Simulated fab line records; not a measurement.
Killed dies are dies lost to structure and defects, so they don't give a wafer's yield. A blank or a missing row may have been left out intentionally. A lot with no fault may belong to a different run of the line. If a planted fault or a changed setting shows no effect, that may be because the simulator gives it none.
Matching of chambers ; flow sky130 ; SKY_FIELD_ISO_ETCH_14 on rie diel-02 has 4 sister chambers
The step etches BARC in N2/H2, stops on SiO2, time 45.9 s, target depth 60 nm. 8 wafers are shown with their chamber, then 8 later ones without.

## WAFERS WITH THEIR CHAMBER
wafer;chamber;run length s (s);bias w (W)
L530.6;3;74.1;100.1
L533.2;3;74.1;100.6
L535.3;0;74.1;100.3
L535.4;2;74.4;100.0
L537.3;2;74.1;100.2
L537.4;1;73.8;100.1
L537.5;1;74.2;100.1
L539.2;0;74.7;100.1

## WAFERS WITHOUT THEIR CHAMBER
wafer;run length s (s);bias w (W)
L539.3;73.8;100.4
L539.5;74.1;100.7
L549.3;74.3;99.4
L549.4;73.6;99.5
L549.5;74.1;100.3
L552.2;74.6;99.9
L552.5;74.3;99.7
L552.6;73.9;99.8

## EACH ONE'S CHAMBER
wafer;from the rows above;in truth
L539.3;can't be placed: 3 or 1 or 2 or 0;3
L539.5;can't be placed: 3 or 0 or 1 or 2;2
L549.3;can't be placed: 2 or 1 or 0 or 3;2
L549.4;can't be placed: 1 or 2 or 0 or 3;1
L549.5;can't be placed: 3 or 1 or 2 or 0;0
L552.2;can't be placed: 2 or 0 or 1 or 3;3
L552.5;can't be placed: 2 or 1 or 0 or 3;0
L552.6;can't be placed: 1 or 2 or 0 or 3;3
Correctly placed: 0 of 8. These rows do not allow placing 8 (true chamber among the candidates in 8). 0 placed wrongly.
How it was worked out, from the rows above alone: a wafer's distance from a chamber is the root of the sum, over the readings, of the square of ((its reading less the chamber's mean) divided by the reading's scatter). The wafer belongs to the nearest chamber; if the next one is less than 2 further off, it can't be placed. The mean given for a chamber averages the wafers shown for that chamber. The scatter is the square root of a quotient: the sum, over the shown wafers, of each reading's squared deviation from its chamber's mean, divided by wafers minus chambers.
